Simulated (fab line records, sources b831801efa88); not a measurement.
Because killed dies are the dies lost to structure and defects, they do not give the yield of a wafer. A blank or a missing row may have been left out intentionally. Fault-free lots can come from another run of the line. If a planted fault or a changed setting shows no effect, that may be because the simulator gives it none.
Which tool was responsible? -- flow sky130 -- Sampling: 13 lots, 39 wafers, 4 of 708 route steps

== WHAT THE GAUGES SHOWED, per wafer ==
SKY_LI_CONTACT_OVL_MEAS_13. Usual: for LI_CONTACT_OVL the level is 0 nm and the standard deviation is 4.9.
lot,measured,on,LI_CONTACT_OVL (nm),flag
L511,day 29 04:54,overlay-01,4 -1 -3,
L512,day 29 11:56,overlay-02,1 11 6,
L513,day 29 20:28,overlay-01,4 -2 -1,
L517,day 31 15:10,overlay-02,16 6 11,
L522,day 33 12:40,overlay-01,-4 -4 -4,
L523,day 33 18:59,overlay-01,-8 -2 -9,
L525,day 35 05:43,overlay-01,2 2 -4,
L529,day 35 10:40,overlay-02,2 0 4,
L530,day 35 12:32,overlay-01,5 1 7,
L531,day 35 18:01,overlay-02,0 3 0,
L532,day 35 23:19,overlay-02,3 -4 -9,
L533,day 36 13:47,overlay-01,-1 -1 -2,
L534,day 36 16:06,overlay-02,7 3 3,

SKY_CONTACT_RS_MEAS_25: uses a four-point probe to measure. Usual: for CONTACT_W_RS the level is 0.339 ohm/sq and the standard deviation is 0.0038.
lot,measured,on,CONTACT_W_RS (ohm/sq),flag
L511,day 31 18:29,film metro-02,0.341 0.344 0.344,
L512,day 31 22:31,film metro-02,0.341 0.338 0.339,
L513,day 32 07:29,film metro-02,0.345 0.340 0.346,
L517,day 34 00:56,film metro-01,0.336 0.335 0.339,
L522,day 35 22:01,film metro-02,0.334 0.340 0.341,
L523,day 36 03:24,film metro-01,0.338 0.338 0.340,
L525,day 37 13:38,film metro-02,0.341 0.342 0.340,
L529,day 37 18:40,film metro-02,0.335 0.340 0.337,
L530,day 37 20:09,film metro-04,0.342 0.340 0.341,
L531,day 38 01:34,film metro-01,0.346 0.345 0.339,
L532,day 38 07:07,film metro-04,0.345 0.350 0.347,
L533,day 38 21:55,film metro-02,0.336 0.338 0.337,
L534,day 38 23:01,film metro-01,0.339 0.339 0.341,

SKY_CONTACT_THK_MEAS_26: measures by xrf. Usual: for CONTACT_W_THK the level is 344 nm and the standard deviation is 5.7.
lot,measured,on,CONTACT_W_THK (nm),flag
L511,day 31 18:36,film metro-02,346 345 341,
L512,day 31 22:38,film metro-02,345 350 351,
L513,day 32 07:37,film metro-02,345 349 346,
L517,day 34 01:03,film metro-01,343 344 338,
L522,day 35 22:07,film metro-02,359 352 350,
L523,day 36 03:31,film metro-01,345 342 343,
L525,day 37 13:45,film metro-02,346 346 348,
L529,day 37 18:47,film metro-02,353 347 351,
L530,day 37 20:16,film metro-04,344 346 343,
L531,day 38 01:40,film metro-01,332 332 336,
L532,day 38 07:13,film metro-04,335 329 333,
L533,day 38 22:02,film metro-02,353 347 349,
L534,day 38 23:07,film metro-01,336 338 339,

== TOOL THAT RAN EACH LOT (tool first, then ch and the chambers of the sampled wafers, then the start) ==
lot,SKY_LI_CONTACT_ETCH_14
L511,"rie diel-02 ch 1,2,3, day 29 04:56"
L512,"rie diel-04 ch 1,2,3, day 29 11:59"
L513,"rie diel-02 ch 2,3, day 29 20:30"
L517,"rie diel-01 ch 1,3, day 31 15:12"
L522,"rie diel-02 ch 0,1, day 33 12:42"
L523,"rie diel-02 ch 0,2, day 33 19:02"
L525,"rie diel-04 ch 0,1,2, day 35 05:45"
L529,"rie diel-01 ch 1,2,3, day 35 10:42"
L530,"rie diel-01 ch 0,1,2, day 35 12:35"
L531,"rie diel-01 ch 2,3, day 35 18:03"
L532,"rie diel-01 ch 0,1,3, day 35 23:21"
L533,"rie diel-02 ch 0,2,3, day 36 13:50"
L534,"rie diel-04 ch 0,2,3, day 36 16:08"
- SKY_LI_CONTACT_ETCH_14: etches BARC in N2/H2, stops on SiO2, time 45.9 s, target depth 60 nm.

== WHAT THE TOOLS THEMSELVES READ (means of the sampled wafers that have a number; where no wafer has one, the mark that the record gives instead) ==
SKY_LI_CONTACT_ETCH_14. Usual: bias w 100.0 W, standard deviation 0.32; drypump motor current A 5.7 A, standard deviation 0.41; oes product au 0.854 a.u., standard deviation 0.0042; throttle valve pct 13.224 %, standard deviation 0.0098.
lot,tool,bias w (W),drypump motor current A (A),oes product au (a.u.),throttle valve pct (%),flag
L511,rie diel-02,99.9,5.9,0.852,13.217,
L512,rie diel-04,100.0,5.3,0.855,13.222,
L513,rie diel-02,100.1,6.1,0.851,13.215,
L517,rie diel-01,99.8,5.6,0.856,13.227,
L522,rie diel-02,79.7,5.7,0.851,13.226,OFF
L523,rie diel-02,79.4,6.0,0.851,13.226,OFF
L525,rie diel-04,100.1,5.4,0.852,13.222,
L529,rie diel-01,100.1,5.8,0.855,13.227,
L530,rie diel-01,100.2,5.9,0.855,13.220,
L531,rie diel-01,99.9,6.0,0.854,13.228,
L532,rie diel-01,100.0,5.5,0.852,13.218,
L533,rie diel-02,100.2,6.0,0.855,13.231,
L534,rie diel-04,100.0,5.1,0.854,13.224,

== THE ANSWER, worked out from the rows above alone ==
Rule: a lot counts as off when the mean over its wafers that have a number is more than 3 standard deviations away from the usual mean. A lot without any number at a reading at which 4 lots or more have one is off too. Any other lot the step has rows for is counted as sound. Order of review: gauges by route order, followed by the tools' own readings, for which a lot's mean as printed above is used. At the first step where some lot is off, the reading lying furthest off is the one used; lots without a number count as furthest.
Off: L522, L523, at SKY_LI_CONTACT_ETCH_14 (bias w).
A tool fits if, at that step or a process step before it, it ran every lot that is off, and no sound lot after the first of them. None of those tried fits.

== WHAT HAD BEEN PUT IN BY THE SIMULATOR ==
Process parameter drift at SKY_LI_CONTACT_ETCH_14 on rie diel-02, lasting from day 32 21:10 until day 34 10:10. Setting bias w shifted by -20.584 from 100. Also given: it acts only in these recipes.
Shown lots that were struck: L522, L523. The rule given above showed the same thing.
